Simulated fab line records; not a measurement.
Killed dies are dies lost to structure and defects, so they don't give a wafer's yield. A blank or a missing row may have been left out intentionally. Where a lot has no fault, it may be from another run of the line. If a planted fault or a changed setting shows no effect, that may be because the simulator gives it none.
fab line records    flow sky130
[record] lots = 6  wafers = 18  last_day = 49
route steps=708 shown CONTACT@412 PAD_OPEN@708
lots untouched by any fault: they come from a run of this same line in which no faults occurred
start_h: the number of hours between the record's first day and the start of the first shown wafer of the lot    wait_h: time in hours since the lot's previous step    " identical to the entry in the row above    L1.1+2: a row that stands for several wafers    - no value present, or no start provided    * or withheld: withheld    < > ~ a bound
route shown NAME@n: names a module that has steps shown in the file, with the first one's number in the route    usual: mean/standard deviation taken from wafers without a fault    same: alike in all rows    chamber/n: place in a boat    sites: readings site by site    _std_site: standard deviation of those values    _edge_site: the outer-site mean with the inner-site mean subtracted    radius_mm: for every site, how far away it sits from the centre of the wafer    mask NAME#n: copy n    behind: the most recent tool/chamber to have shaped the wafer    hold: reason for holding the lot/hours on hold/outcome of the hold    device: the n, p or np transistor that did not switch    end of line: tests of these same wafers at the route's end    a step without rows: its recipe alone    killed: dies that structure and defects cost at the first sort, which is not the same as the wafer's yield    map: a wafer's dies, marking killed ones x, the rest . and places with no die _
set.NAME: the run value of the setting; set.NAME@STEP: its run value at that earlier step    model.NAME: the simulator's own value behind a step, which no gauge read
lots at some steps of the route; a table a step, a row a wafer
services: the hour from which a tool's chamber was out of use, counted from the record's first day as start_h (under 0 if before that day), plus the number of hours and why
[[steps]]
[step SKY_CONTACT_DEHYDRATE_06]
[recipe] temp_c = 200  time_s = 60
[step SKY_CONTACT_HMDS_07]
[recipe] prime_time_s = 60  prime_temp_c = 120
[step SKY_CONTACT_COAT_08]
[recipe] resist = BARC  temp_c = withheld  time_s = withheld  spin_rpm = 3000  resist_thk_nm = 60
[step SKY_CONTACT_COAT_09]
[recipe] resist = KrF-thick  spin_rpm = 3000  resist_thk_nm = 450
[step SKY_CONTACT_SOFTBAKE_10]
[recipe] temp_c = 100  time_s = 90  resist = KrF-thick
[step SKY_CONTACT_EXPOSE_11]
[recipe] mask_id = CTM1  na = 0.8  source_shape = annular  sigma_inner = 0.55  sigma_outer = 0.85  target_cd_nm = 170  dose_mj = 38
[step SKY_CONTACT_PEB_12]
[recipe] peb_temp_c = withheld  peb_time_s = withheld  resist = KrF-thick
[step SKY_CONTACT_DEVELOP_13]
[recipe] develop_time_s = 60  resist = KrF-thick  dev_temp_c = 21
[step SKY_CONTACT_CD_MEAS_14]
[recipe] target_cd_nm = 170
[usual] cd_nm = 170.3/1.5
lot.wafer  tool       chamber  start_h  wait_h  cd_nm
L437.1     cd_sem-01  -        744.20   -       169.3
L437.2     "          -        "        "       169.9
L437.5     "          -        "        "       169.8
L440.1     cd_sem-02  -        771.95   -       170.6
L440.2     "          -        "        "       171.3
L440.6     "          -        "        "       170.5
L441.1     cd_sem-02  -        783.49   -       170.7
L441.3     "          -        "        "       171.9
L441.5     "          -        "        "       171.5
L448.2     cd_sem-02  -        838.14   -       172.0
L448.4     "          -        "        "       171.6
L448.5     "          -        "        "       170.3
L454.4     cd_sem-02  -        875.43   -       168.2
L454.5     "          -        "        "       168.1
L454.6     "          -        "        "       168.0
L456.3     cd_sem-02  -        890.00   -       168.1
L456.4     "          -        "        "       169.1
L456.5     "          -        "        "       168.8
[step SKY_CONTACT_OVL_MEAS_15]
[usual] CONTACT_OVL = 2/5.2
lot.wafer  tool        chamber  start_h  wait_h  CONTACT_OVL[nm]
L437.1     overlay-01  -        744.32   0.1     -2
L437.2     "           -        "        "       1
L437.5     "           -        "        "       3
L440.1     overlay-01  -        772.07   0.1     1
L440.2     "           -        "        "       -5
L440.6     "           -        "        "       -4
L441.1     overlay-01  -        783.61   0.1     -7
L441.3     "           -        "        "       -10
L441.5     "           -        "        "       0
L448.2     overlay-02  -        838.25   0.1     2
L448.4     "           -        "        "       0
L448.5     "           -        "        "       -3
L454.4     overlay-02  -        875.51   0.1     5
L454.5     "           -        "        "       0
L454.6     "           -        "        "       5
L456.3     overlay-01  -        890.09   0.1     5
L456.4     "           -        "        "       -5
L456.5     "           -        "        "       -8
[step SKY_CONTACT_ETCH_16]
[recipe] chemistry = N2/H2  target = BARC  ion_energy_ev = 200  source_w = 500  bias_w = 100  pressure_mtorr = 30  n2_flow_sccm = 100  h2_flow_sccm = 200  stop_on = SiO2  time_s = 45.9  target_depth_a = 600
[usual] bias_w = 99.9/0.31  chamber_pressure_mTorr = 29.998/0.026  drypump_motor_current_A = 5.7/0.54  oes_product_au = 0.855/0.0045  throttle_valve_pct = 13.224/0.0085
lot.wafer  tool         chamber  start_h  wait_h  bias_w  chamber_pressure_mTorr  drypump_motor_current_A  oes_product_au  rf_hours_counter_h  throttle_valve_pct
L437.1     rie_diel-02  1        744.36   0.0     99.3    29.988                  5.6                      0.853           3                   13.222
L437.2     "            0        "        "       99.6    29.996                  5.5                      0.853           2                   13.229
L437.5     "            3        "        "       99.4    30.023                  6.0                      0.849           -                   13.230
L440.1     rie_diel-04  2        772.11   0.0     100.5   30.031                  4.8                      0.866           14                  13.203
L440.2     "            1        "        "       100.2   29.978                  5.8                      0.850           24                  13.201
L440.6     "            1        "        "       100.4   29.992                  5.8                      0.845           -                   13.228
L441.1     rie_diel-02  3        783.65   0.0     100.3   30.014                  6.0                      0.854           11                  13.209
L441.3     "            0        "        "       99.8    29.973                  5.5                      0.861           3                   13.233
L441.5     "            2        "        "       100.4   30.038                  6.3                      0.858           -                   13.222
L448.2     rie_diel-04  2        838.28   0.0     99.7    30.011                  4.9                      0.856           17                  13.243
L448.4     "            2        "        "       99.4    29.997                  4.9                      0.855           -                   13.226
L448.5     "            0        "        "       100.1   29.990                  5.2                      0.857           -                   13.226
L454.4     rie_diel-03  2        875.53   0.0     100.5   29.978                  5.0                      0.855           22                  13.219
L454.5     "            2        "        "       100.3   30.041                  5.0                      0.857           -                   13.238
L454.6     "            3        "        "       100.3   29.985                  6.3                      0.858           -                   13.208
L456.3     rie_diel-03  0        890.11   0.0     100.2   29.974                  6.4                      0.860           12                  13.224
L456.4     "            2        "        "       99.5    30.032                  5.0                      0.850           23                  13.206
L456.5     "            2        "        "       99.7    30.018                  5.0                      0.862           -                   13.243
[step SKY_CONTACT_ETCH_17]
[recipe] target = SiO2  chemistry = C4F8/O2/Ar  stop_on = Si3N4  mask_material = KrF-thick  source_w = 1500  bias_w = 1200  pressure_mtorr = 40  c4f8_flow_sccm = withheld  O2_flow_sccm = 6  Ar_flow_sccm = 300  time_s = withheld  target_depth_a = 3400
[usual] bias_w = 1200/3.6  chamber_pressure_mTorr = 40.00/0.039  oes_product_au = 0.892/0.0049
lot.wafer  tool         chamber  start_h  wait_h  bias_w  chamber_pressure_mTorr  oes_product_au
L437.1     rie_diel-02  1        744.40   0.0     1200    40.01                   0.896
L437.2     "            0        "        "       1204    39.98                   0.902
L437.5     "            3        "        "       1204    40.05                   0.891
L440.1     rie_diel-04  2        772.15   0.0     1200    40.03                   0.886
L440.2     "            1        "        "       1199    40.04                   0.885
L440.6     "            1        "        "       1199    40.07                   0.886
L441.1     rie_diel-02  3        783.69   0.0     1207    39.96                   0.893
L441.3     "            0        "        "       1202    39.94                   0.885
L441.5     "            2        "        "       1203    39.99                   0.893
L448.2     rie_diel-04  2        838.32   0.0     1200    39.97                   0.887
L448.4     "            2        "        "       1201    40.02                   0.891
L448.5     "            0        "        "       1205    40.02                   0.894
L454.4     rie_diel-03  2        875.57   0.0     1197    39.96                   0.899
L454.5     "            2        "        "       1194    40.03                   0.896
L454.6     "            3        "        "       1199    39.94                   0.902
L456.3     rie_diel-03  0        890.15   0.0     1206    39.97                   0.897
L456.4     "            2        "        "       1198    40.00                   0.895
L456.5     "            2        "        "       1201    39.98                   0.890
[step SKY_CONTACT_ETCH_18]
[recipe] target = Si3N4  chemistry = CHF3/O2  stop_on = TiN  source_w = 623.4  bias_w = 200  pressure_mtorr = 40  chf3_flow_sccm = 50  O2_flow_sccm = 5  time_s = 39  target_depth_a = 750
[usual] O2_flow_sccm = 5.002/0.015  bias_w = 200.0/0.58  drypump_motor_current_A = 5.7/0.54  oes_product_au = 0.855/0.0073  throttle_valve_pct = 8.793/0.01
lot.wafer  tool         chamber  start_h  wait_h  O2_flow_sccm  bias_w  drypump_motor_current_A  oes_product_au  rf_hours_counter_h  throttle_valve_pct  model.KrF-thick_of_CONTACT_COAT_09.thk_nm
L437.1     rie_diel-02  1        744      -       4.990         200.1   5.5                      0.863           3                   8.805               242.5
L437.2     "            0        "        "       4.974         199.3   5.5                      0.857           2                   8.775               243.1
L437.5     "            3        "        "       5.021         199.8   6.0                      0.872           -                   8.789               245.4
L440.1     rie_diel-04  2        772      -       -             -       -                        -               -                   -                   326.7
L440.2     "            1        "        "       -             -       -                        -               -                   -                   326.8
L440.6     "            1        "        "       -             -       -                        -               -                   -                   326.5
L441.1     rie_diel-02  3        783      -       -             -       -                        -               -                   -                   329.6
L441.3     "            0        "        "       -             -       -                        -               -                   -                   327.7
L441.5     "            2        "        "       -             -       -                        -               -                   -                   325
L448.2     rie_diel-04  2        838      -       5.019         200.5   4.8                      0.847           17                  8.810               241.1
L448.4     "            2        "        "       5.029         200.3   4.9                      0.856           -                   8.794               240
L448.5     "            0        "        "       4.982         199.8   5.1                      0.854           -                   8.801               240.4
L454.4     rie_diel-03  2        875      -       5.000         198.8   5.0                      0.856           22                  8.799               239.8
L454.5     "            2        "        "       4.989         200.0   5.0                      0.863           -                   8.795               240.1
L454.6     "            3        "        "       5.016         199.5   6.3                      0.855           -                   8.789               243
L456.3     rie_diel-03  0        890      -       5.000         199.3   6.4                      0.853           12                  8.805               239
L456.4     "            2        "        "       5.005         201.3   5.0                      0.864           23                  8.804               240.3
L456.5     "            2        "        "       5.016         200.0   5.0                      0.867           -                   8.797               242.1
[step SKY_CONTACT_STRIP_19]
[recipe] chemistry = O2/N2  power_w = 1400  pressure_mtorr = 1500  platen_temp_c = withheld  o2_flow_sccm = 3000  n2_flow_sccm = 300  overash_fraction = 0.5
[usual] drypump_motor_current_A = 5.9/0.4  oes_product_au = 0.380/0.0049  strip_time_to_endpoint_s = 3.595/0.024
lot.wafer  tool             chamber  start_h  wait_h  drypump_motor_current_A  oes_product_au  rf_hours_counter_h  strip_time_to_endpoint_s
L437.1     plasma_asher-02  0        744.49   -       5.4                      0.376           53                  3.639
L437.2     "                1        "        "       5.7                      0.372           53                  3.603
L437.5     "                0        "        "       5.4                      0.388           -                   3.638
L440.1     plasma_asher-02  1        772.24   -       5.6                      0.417           54                  4.507
L440.2     "                0        "        "       5.4                      0.427           54                  4.499
L440.6     "                1        "        "       5.7                      0.415           -                   4.506
L441.1     plasma_asher-01  0        783.78   -       5.7                      0.414           40                  4.533
L441.3     "                1        "        "       5.9                      0.417           -                   4.530
L441.5     "                0        "        "       5.7                      0.425           -                   4.494
L448.2     plasma_asher-01  0        838.41   -       5.8                      0.387           45                  3.607
L448.4     "                1        "        "       6.0                      0.380           -                   3.588
L448.5     "                1        "        "       6.0                      0.384           -                   3.597
L454.4     plasma_asher-04  1        875.69   -       6.5                      0.377           -                   3.597
L454.5     "                1        "        "       6.5                      0.382           -                   3.587
L454.6     "                0        "        "       6.5                      0.381           -                   3.624
L456.3     plasma_asher-02  1        890.28   -       5.7                      0.379           -                   3.589
L456.4     "                0        "        "       5.4                      0.376           -                   3.606
L456.5     "                0        "        "       5.4                      0.386           -                   3.601
[step SKY_CONTACT_STRIP_20]
[recipe] chemistry = post_etch_residue_remover  time_s = 1200  temp_c = 72.5
[step SKY_PAD_OPEN_PROBE_99]
[usual] killed_at_M0_to_M3 = 43/6.5  killed_at_M4_up = 3.2/1.8  killed_at_contacts = 24/5  killed_at_front_end = 15/4.1  killed_at_other = 0.3/0.54  killed_dies = 85/9.3  killed_on_rim = 16/4.1  killed_open = 47/7.2  killed_short = 39/5.9
[same] gross_dies = 492  killed_at_back_side = 0
lot.wafer  tool       chamber  start_h  wait_h  hold                    killed_at_M0_to_M3  killed_at_M4_up  killed_at_contacts  killed_at_front_end  killed_at_other  killed_dies  killed_on_rim  killed_open  killed_short
L437.1     prober-02  -        1085.34  0.1     -                       46                  3                21                  13                   0                83           16             37           46
L437.2     prober-02  -        1085.39  0.1     -                       49                  3                23                  11                   0                86           13             45           41
L437.5     prober-02  -        1085.54  0.2     -                       48                  2                20                  13                   0                83           10             48           35
L440.1     prober-01  -        1104.18  0.1     await_dispo/2.1h/scrap  47                  3                429                 13                   0                492          96             52           37
L440.2     prober-01  -        1104.23  0.1     await_dispo/2.1h/scrap  35                  4                442                 11                   0                492          96             40           28
L440.6     prober-01  -        1104.43  0.2     await_dispo/2.1h/scrap  43                  6                424                 19                   0                492          96             39           50
L441.1     prober-02  -        1114.44  0.1     await_dispo/3.4h/scrap  27                  6                443                 16                   0                492          96             45           31
L441.3     prober-02  -        1114.54  0.2     await_dispo/3.4h/scrap  44                  4                422                 22                   0                492          96             50           38
L441.5     prober-02  -        1114.64  0.2     await_dispo/3.4h/scrap  46                  8                421                 17                   0                492          96             48           45
L448.2     prober-01  -        1152.51  0.1     -                       49                  2                18                  17                   0                86           18             46           40
L448.4     prober-01  -        1152.61  0.2     -                       43                  4                29                  16                   1                93           22             41           51
L448.5     prober-01  -        1152.66  0.2     -                       54                  2                25                  24                   0                105          18             49           56
L454.4     prober-01  -        1179.14  0.2     -                       46                  3                25                  19                   0                93           13             55           38
L454.5     prober-01  -        1179.19  0.2     -                       46                  1                23                  18                   0                88           23             44           44
L454.6     prober-01  -        1179.24  0.2     -                       29                  3                20                  18                   0                70           17             41           29
L456.3     prober-01  -        1186.48  0.2     -                       41                  7                19                  12                   0                79           12             31           48
L456.4     prober-01  -        1186.53  0.2     -                       37                  4                21                  20                   0                82           14             46           36
L456.5     prober-01  -        1186.58  0.2     -                       49                  4                22                  16                   0                91           21             47           44
// killed by level:class
L437.1 METAL1:geometric_particle:short=8 METAL2:geometric_particle:short=8 CONTACT:geometric_particle:open=7 VIA3:geometric_particle:open=7 VIA2:geometric_particle:open=6 LI_CONTACT:geometric_particle:open=6 FIELD_ISO:geometric_particle:short=5 VIA1:geometric_particle:open=4
L437.2 VIA1:geometric_particle:open=10 VIA2:geometric_particle:open=10 CONTACT:geometric_particle:open=9 VIA3:geometric_particle:open=6 CONTACT:geometric_particle:short=6 VIA2:geometric_particle:short=6 FIELD_ISO:geometric_particle:short=4 LI_CONTACT:geometric_particle:open=4
L437.5 VIA3:geometric_particle:open=13 VIA1:geometric_particle:open=10 CONTACT:geometric_particle:open=6 VIA2:geometric_particle:open=6 LI_CONTACT:geometric_particle:open=5 CONTACT:geometric_particle:short=5 VIA3:geometric_particle:short=5 POLY_GATE:geometric_particle:short=4
L440.1 CONTACT:area_etch=403 VIA1:geometric_particle:open=14 CONTACT:geometric_particle:open=10 VIA3:geometric_particle:open=8 VIA1:geometric_particle:short=7 LI_CONTACT:geometric_particle:open=5 POLY_GATE:geometric_particle:open=4 POLY_GATE:geometric_particle:short=4
L440.2 CONTACT:area_etch=424 VIA1:geometric_particle:open=9 LI_CONTACT:geometric_particle:open=6 CONTACT:geometric_particle:open=6 VIA2:geometric_particle:open=4 CONTACT:geometric_particle:short=4 FIELD_ISO:geometric_particle:open=3 POLY_GATE:geometric_particle:short=3
L440.6 CONTACT:area_etch=403 VIA1:geometric_particle:open=9 VIA3:geometric_particle:open=7 LOCAL_INTERCONNECT:geometric_particle:short=7 POLY_GATE:geometric_particle:short=6 FIELD_ISO:geometric_particle:short=5 CONTACT:geometric_particle:open=5 CONTACT:geometric_particle:short=5
L441.1 CONTACT:area_etch=416 CONTACT:geometric_particle:open=8 LI_CONTACT:geometric_particle:open=8 VIA1:geometric_particle:open=7 VIA2:geometric_particle:open=5 METAL2:geometric_particle:short=5 POLY_GATE:geometric_particle:open=4 LOCAL_INTERCONNECT:geometric_particle:short=4
L441.3 CONTACT:area_etch=404 VIA1:geometric_particle:open=10 VIA2:geometric_particle:open=9 METAL1:geometric_particle:short=6 VIA3:geometric_particle:open=6 FIELD_ISO:geometric_particle:short=5 LI_CONTACT:geometric_particle:open=5 LOCAL_INTERCONNECT:geometric_particle:short=5
L441.5 CONTACT:area_etch=398 LI_CONTACT:geometric_particle:open=10 VIA1:geometric_particle:open=10 VIA2:geometric_particle:short=9 VIA1:geometric_particle:short=7 CONTACT:geometric_particle:open=6 FIELD_ISO:geometric_particle:short=5 METAL4:geometric_particle:short=5
L448.2 METAL1:geometric_particle:short=10 VIA2:geometric_particle:open=8 CONTACT:geometric_particle:open=8 VIA1:geometric_particle:open=7 VIA3:geometric_particle:open=6 FIELD_ISO:geometric_particle:open=5 POLY_GATE:geometric_particle:short=5 POLY_GATE:geometric_particle:open=4
L448.4 CONTACT:geometric_particle:short=9 LOCAL_INTERCONNECT:geometric_particle:short=8 LI_CONTACT:geometric_particle:open=6 CONTACT:geometric_particle:open=6 VIA1:geometric_particle:open=6 VIA2:geometric_particle:open=6 METAL3:geometric_particle:short=6 POLY_GATE:geometric_particle:open=5
L448.5 VIA2:geometric_particle:open=10 CONTACT:geometric_particle:open=8 VIA1:geometric_particle:open=8 METAL1:geometric_particle:short=7 METAL2:geometric_particle:short=6 CONTACT:geometric_particle:short=6 VIA1:geometric_particle:short=6 FIELD_ISO:geometric_particle:open=5
L454.4 VIA1:geometric_particle:open=16 CONTACT:geometric_particle:open=9 LI_CONTACT:geometric_particle:open=7 VIA1:geometric_particle:short=7 POLY_GATE:geometric_particle:short=5 METAL1:geometric_particle:short=5 VIA3:geometric_particle:open=5 FIELD_ISO:geometric_particle:short=4
L454.5 METAL2:geometric_particle:short=9 VIA1:geometric_particle:open=9 LI_CONTACT:geometric_particle:open=8 CONTACT:geometric_particle:open=8 METAL1:geometric_particle:short=7 VIA2:geometric_particle:open=5 POLY_GATE:geometric_particle:short=5 VIA1:geometric_particle:short=5
L454.6 LI_CONTACT:geometric_particle:open=8 VIA3:geometric_particle:open=7 VIA1:geometric_particle:open=6 POLY_GATE:geometric_particle:short=5 CONTACT:geometric_particle:open=5 FIELD_ISO:geometric_particle:short=3 SPACER:geometric_particle:open=3 LI_CONTACT:geometric_particle:short=3
L456.3 CONTACT:geometric_particle:short=8 VIA1:geometric_particle:short=7 METAL1:geometric_particle:short=7 METAL4:geometric_particle:short=5 CONTACT:geometric_particle:open=5 VIA2:geometric_particle:open=5 METAL2:geometric_particle:short=4 VIA1:geometric_particle:open=4
L456.4 VIA1:geometric_particle:open=9 CONTACT:geometric_particle:open=8 VIA3:geometric_particle:open=7 FIELD_ISO:geometric_particle:short=6 POLY_GATE:geometric_particle:open=6 LI_CONTACT:geometric_particle:open=5 FIELD_ISO:geometric_particle:open=4 LI_CONTACT:geometric_particle:short=4
L456.5 METAL1:geometric_particle:short=10 VIA1:geometric_particle:open=7 VIA3:geometric_particle:open=7 CONTACT:geometric_particle:open=6 VIA2:geometric_particle:open=6 FIELD_ISO:geometric_particle:open=5 LI_CONTACT:geometric_particle:open=5 LOCAL_INTERCONNECT:geometric_particle:short=5
// map L440.1 (x killed, . not)
__________xxxxxxxxxx_________
________xxxxxxxxxxxxxx_______
______xxxxxxxxxxxxxxxxxx_____
_____xxxxxxxxxxxxxxxxxxxx____
____xxxxxxxxxxxxxxxxxxxxxx___
___xxxxxxxxxxxxxxxxxxxxxxxx__
__xxxxxxxxxxxxxxxxxxxxxxxxxx_
_xxxxxxxxxxxxxxxxxxxxxxxxxxxx
_xxxxxxxxxxxxxxxxxxxxxxxxxxxx
_xxxxxxxxxxxxxxxxxxxxxxxxxxxx
_xxxxxxxxxxxxxxxxxxxxxxxxxxxx
_xxxxxxxxxxxxxxxxxxxxxxxxxxxx
_xxxxxxxxxxxxxxxxxxxxxxxxxxxx
_xxxxxxxxxxxxxxxxxxxxxxxxxxxx
_xxxxxxxxxxxxxxxxxxxxxxxxxxxx
__xxxxxxxxxxxxxxxxxxxxxxxxxx_
___xxxxxxxxxxxxxxxxxxxxxxxx__
____xxxxxxxxxxxxxxxxxxxxxx___
_____xxxxxxxxxxxxxxxxxxxx____
______xxxxxxxxxxxxxxxxxx_____
________xxxxxxxxxxxxxx_______
__________xxxxxxxxxx_________
// map L441.1 (x killed, . not)
__________xxxxxxxxxx_________
________xxxxxxxxxxxxxx_______
______xxxxxxxxxxxxxxxxxx_____
_____xxxxxxxxxxxxxxxxxxxx____
____xxxxxxxxxxxxxxxxxxxxxx___
___xxxxxxxxxxxxxxxxxxxxxxxx__
__xxxxxxxxxxxxxxxxxxxxxxxxxx_
_xxxxxxxxxxxxxxxxxxxxxxxxxxxx
_xxxxxxxxxxxxxxxxxxxxxxxxxxxx
_xxxxxxxxxxxxxxxxxxxxxxxxxxxx
_xxxxxxxxxxxxxxxxxxxxxxxxxxxx
_xxxxxxxxxxxxxxxxxxxxxxxxxxxx
_xxxxxxxxxxxxxxxxxxxxxxxxxxxx
_xxxxxxxxxxxxxxxxxxxxxxxxxxxx
_xxxxxxxxxxxxxxxxxxxxxxxxxxxx
__xxxxxxxxxxxxxxxxxxxxxxxxxx_
___xxxxxxxxxxxxxxxxxxxxxxxx__
____xxxxxxxxxxxxxxxxxxxxxx___
_____xxxxxxxxxxxxxxxxxxxx____
______xxxxxxxxxxxxxxxxxx_____
________xxxxxxxxxxxxxx_______
__________xxxxxxxxxx_________
[[services]]
tool             chamber  start_h  hours  kind
rie_diel-03      1        727.14   2.3    repair
rie_diel-03      3        728.91   12.7   repair
rie_diel-04      0        732.29   -      clean
rie_diel-04      0        732.29   17.5   scheduled_down
rie_diel-04      0        732.29   17.5   vent_cycle
plasma_asher-04  -        733.75   9.0    pm
plasma_asher-04  0        733.75   9.0    vent_cycle
plasma_asher-04  1        733.75   9.0    vent_cycle
plasma_asher-02  -        734.70   1.1    repair
plasma_asher-04  0        742.75   -      clean
plasma_asher-02  -        751.07   14.6   pm
rie_diel-03      -        770.88   0.5    repair
rie_diel-03      1        776.43   6.7    repair
rie_diel-02      0        792.24   3.8    repair
plasma_asher-02  -        796.57   3.4    repair
rie_diel-02      0        801.27   6.8    repair
rie_diel-02      2        806.87   10.0   repair
rie_diel-04      3        819.98   -      clean
rie_diel-04      3        819.98   28.6   scheduled_down
rie_diel-04      3        819.98   28.6   vent_cycle
rie_diel-04      -        824.38   0.5    repair
rie_diel-02      3        831.97   1.7    repair
rie_diel-03      3        862.10   5.1    repair
plasma_asher-04  -        870.97   3.5    repair
[[key]]
[first_sign] step = SKY_CONTACT_ETCH_18  reading = tool_record  direction = missing
[effect] step = SKY_CONTACT_STRIP_19  reading = strip_time_to_endpoint_s  direction = up  sigmas = 38  usual = *  struck = *
[effect] step = SKY_PAD_OPEN_PROBE_99  reading = killed_at_contacts  direction = up  sigmas = 82  usual = 24  struck = 430
[model_effect] step = SKY_CONTACT_ETCH_18  value = KrF-thick_of_CONTACT_COAT_09.thk_nm  without = 240.1  struck = 327
[more_kills_born_at] SKY_CONTACT_ETCH_18@rie_diel-04 = 1230  SKY_CONTACT_ETCH_18@rie_diel-02 = 1218
met_at SKY_CONTACT_ETCH_18
struck_wafers L440.1,L440.2,L440.6,L441.1,L441.3,L441.5
later_rows_left_out L440.1,L440.2,L440.6,L441.1,L441.3,L441.5
tester_left_out L440,L441
onset_between 744 772
[fault] kind = skipped_step_whole  tool = rie_diel-02,rie_diel-04  chamber = -  onset_h = 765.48  steps = SKY_CONTACT_ETCH_18  scope = struck_lots_only
// tester_left_out: of these lots the tester's yield and bins aren't shown, on N5 and GAA mostly nor the transistor test; their killed dies are dies lost to structure and defects alone, not to doping, threshold or leakage, so they don't give the yield
// later_rows_left_out: the simulator's readings of these wafers behind a module that went badly wrong aren't trusted and aren't shown, but for the sort
